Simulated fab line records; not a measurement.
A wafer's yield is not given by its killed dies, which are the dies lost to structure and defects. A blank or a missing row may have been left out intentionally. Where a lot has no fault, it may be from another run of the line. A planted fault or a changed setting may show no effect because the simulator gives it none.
Shared-tool check + flow sky130 + 12 lots, 36 wafers sampled

== THE REASON FOR OPENING IT ==
2 of 12 lots carry a flag on the reading LDD_HVN_TW at SKY_LDD_HVN_TW_MEAS_10. Wafers without a fault read 1432, standard deviation 11.
Rule: flag the lot when none of its wafers has a number, or when each of its wafers that has one lies beyond 4 standard deviations from that mean. As for the other lots, they are considered sound.

| lot  | measured     | on            | LDD_HVN_TW, wafer by wafer | flag    |
|------|--------------|---------------|----------------------------|---------|
| L302 | day 20 07:07 | film-metro-02 | 1443 1448 1440             |         |
| L304 | day 20 20:31 | film-metro-01 | 1446 1456 1447             |         |
| L303 | day 20 20:37 | film-metro-03 | 1430 1432 1424             |         |
| L306 | day 22 00:57 | film-metro-01 | 1449 1446 1445             |         |
| L311 | day 23 14:55 | film-metro-03 | 1358 1352 1356             | FLAGGED |
| L313 | day 24 06:14 | film-metro-03 | 1366 1362 1365             | FLAGGED |
| L320 | day 27 04:02 | film-metro-02 | 1434 1434 1431             |         |
| L321 | day 27 10:14 | film-metro-03 | 1424 1424 1420             |         |
| L322 | day 27 20:39 | film-metro-02 | 1440 1437 1438             |         |
| L324 | day 28 04:39 | film-metro-02 | 1435 1437 1441             |         |
| L323 | day 28 05:28 | film-metro-03 | 1423 1420 1416             |         |
| L325 | day 28 11:49 | film-metro-01 | 1456 1444 1448             |         |
Average over the flagged lots: 1360; offset from the usual -72, equal to -7 standard deviations.

== TOOL THAT RAN EACH LOT ==
The record holds 1 process step before the reading, out of a route of 708 steps. Cell contents, in order: the tool; ch with the chambers the sampled wafers went through; the start.
| lot  | flag    | SKY_LDD_HVN_IMPLANT_08          |
|------|---------|---------------------------------|
| L302 |         | implanter-04 ch 0, day 20 06:52 |
| L304 |         | implanter-04 ch 0, day 20 20:17 |
| L303 |         | implanter-02 ch 0, day 20 20:25 |
| L306 |         | implanter-02 ch 0, day 22 00:44 |
| L311 | FLAGGED | implanter-04 ch 0, day 23 14:40 |
| L313 | FLAGGED | implanter-04 ch 0, day 24 05:59 |
| L320 |         | implanter-04 ch 0, day 27 03:47 |
| L321 |         | implanter-04 ch 0, day 27 09:59 |
| L322 |         | implanter-04 ch 0, day 27 20:26 |
| L324 |         | implanter-04 ch 0, day 28 04:26 |
| L323 |         | implanter-02 ch 0, day 28 05:14 |
| L325 |         | implanter-01 ch 0, day 28 11:34 |
These steps, and what they do:
- SKY_LDD_HVN_IMPLANT_08
- SKY_LDD_HVN_TW_MEAS_10

== FLAGGED OVER TOTAL, TOOL BY TOOL (the gauges that took the reading come last) ==
| step                   | tool          | lots run | flagged | share of the flagged lots | sound lots run after its first flagged lot |
|------------------------|---------------|----------|---------|---------------------------|--------------------------------------------|
| SKY_LDD_HVN_IMPLANT_08 | implanter-01  | 1        | 0       | none                      | -                                          |
| SKY_LDD_HVN_IMPLANT_08 | implanter-02  | 3        | 0       | none                      | -                                          |
| SKY_LDD_HVN_IMPLANT_08 | implanter-04  | 8        | 2       | all                       | 4 (L320,L321,L322,L324)                    |
| SKY_LDD_HVN_TW_MEAS_10 | film-metro-01 | 3        | 0       | none                      | -                                          |
| SKY_LDD_HVN_TW_MEAS_10 | film-metro-02 | 4        | 0       | none                      | -                                          |
| SKY_LDD_HVN_TW_MEAS_10 | film-metro-03 | 5        | 2       | all                       | 2 (L321,L323)                              |

== THE TABLE: WHAT IT ALLOWS ==
In 2 table rows, all flagged lots were run: implanter-04 (SKY_LDD_HVN_IMPLANT_08), film-metro-03 (SKY_LDD_HVN_TW_MEAS_10).
- implanter-04 at SKY_LDD_HVN_IMPLANT_08 ran 8 lots, 2 of them flagged. Sound lots followed the first flagged one (L320, L321, L322, L324) on it, something a lasting fault affecting the whole tool could not allow.
- film-metro-03 at SKY_LDD_HVN_TW_MEAS_10 ran 5 lots, 2 of them flagged. Sound lots followed the first flagged one (L321, L323) on it, something a lasting fault affecting the whole tool could not allow.
None of the table's rows ran every flagged lot and, after the first, no sound lot.

== WHAT THE SIMULATOR HAD PUT IN ==
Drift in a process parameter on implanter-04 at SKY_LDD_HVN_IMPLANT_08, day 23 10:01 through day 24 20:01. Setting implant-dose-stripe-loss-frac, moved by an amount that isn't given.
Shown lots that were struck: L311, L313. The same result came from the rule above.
